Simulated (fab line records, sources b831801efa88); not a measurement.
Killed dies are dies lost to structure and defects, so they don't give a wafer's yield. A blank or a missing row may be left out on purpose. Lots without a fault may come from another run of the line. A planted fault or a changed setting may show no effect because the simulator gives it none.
Problem report in the 8D (eight disciplines) form, filled by code | flow sky130 | the parts of the form that need people (team, actions taken, sign-off) are left out

1. THE PROBLEM
killed_at_front_end at SKY_PAD_OPEN_PROBE_99 reads a mean of 72 on 6 wafers of 2 lots; wafers without a fault read 16 with a standard deviation of 4.9. That is +11 standard deviations from the usual mean.
First seen on wafer L777.2, day 49 22:01, on prober-02. The record holds 36 wafers of 12 lots with a number at this step. Rule for "out", or "out of limits": more than 4 standard deviations from the usual mean. The other wafers with a number count as sound.

2. WHAT IT IS AND WHAT IT IS NOT
question                    | is                     | is not
which readings at this step | killed_at_front_end    | killed_at_M0_to_M3, killed_at_M4_up, killed_at_contacts, killed_at_other, killed_open
which lots                  | L777, L778             | L759, L760, L762, L763, L765, L766, L767, L768, L770, L779
which wafers of those lots  | all that have a number | -
read on which tools         | prober-01, prober-02   | -
when                        | from day 49 22:01      | up to then (27 sound wafers); but 3 sound wafers of L779 came after

3. SUSPECTS, AND WHAT RULES EACH OUT
Counting: a tool at a process step up to the reading stays a suspect if it ran every lot that is out and no sound lot after the first of them.
- plasma_asher-01 at SKY_LDD_HVN_STRIP_09 (strips in O2/N2): kept. It ran every lot that is out, first L777 (day 26 19:55), and no sound lot after that; its last sound lot up to then is L770 (day 24 09:07).
- pvd_sputter-04 at SKY_METAL5_SPUTTER_00 (material Ti, target thk 15 nm, time 10 s): kept. It ran every lot that is out, first L777 (day 47 12:00), and no sound lot after that; its last sound lot up to then is L770 (day 45 21:40).
- pvd_sputter-04 at SKY_METAL5_SPUTTER_04 (material TiN, target thk 70 nm, time 58.3 s): kept. It ran every lot that is out, first L777 (day 47 12:07), and no sound lot after that; its last sound lot up to then is L770 (day 45 21:47).
Left after counting: plasma_asher-01 at SKY_LDD_HVN_STRIP_09, pvd_sputter-04 at SKY_METAL5_SPUTTER_00, pvd_sputter-04 at SKY_METAL5_SPUTTER_04.

4. THE CAUSE (what the simulator had put in)
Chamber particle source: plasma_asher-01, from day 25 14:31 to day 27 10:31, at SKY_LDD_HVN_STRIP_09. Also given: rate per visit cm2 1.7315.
Counting left 3 suspects, and this tool is among them.

5. THE CHAIN OF EFFECTS, in route order
Each row: a reading whose mean over the struck wafers that have a number lies more than 3 standard deviations from the usual. Only readings for which the record gives a usual standard deviation are gone through. hours: the time from each lot's start at the first step in this table that gives one to its start at this step, as a median over the lots. sigmas: the change in usual standard deviations.
hours | step                  | reading             | usual | on struck wafers | change | sigmas
0     | SKY_PAD_OPEN_PROBE_99 | killed_at_front_end | 16    | 72               | +56    | +11
0     | SKY_PAD_OPEN_PROBE_99 | killed_dies         | 87    | 134              | +47    | +5.1
The process steps in it:
- SKY_PAD_OPEN_PROBE_99

6. WHAT WOULD HAVE CAUGHT IT SOONER
In this record the first reading out of limits was taken at day 49 22:01, 583 hours after the fault began at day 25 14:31.
Of the tool readings at SKY_LDD_HVN_STRIP_09 for which the record gives a usual standard deviation, none was out on any struck wafer, so an alarm limit of 4 standard deviations on them would not have fired.
All the lots that are out (2) had begun SKY_LDD_HVN_STRIP_09 on plasma_asher-01 by day 49 22:01. A hold on the tool at that time would have spared none of them.
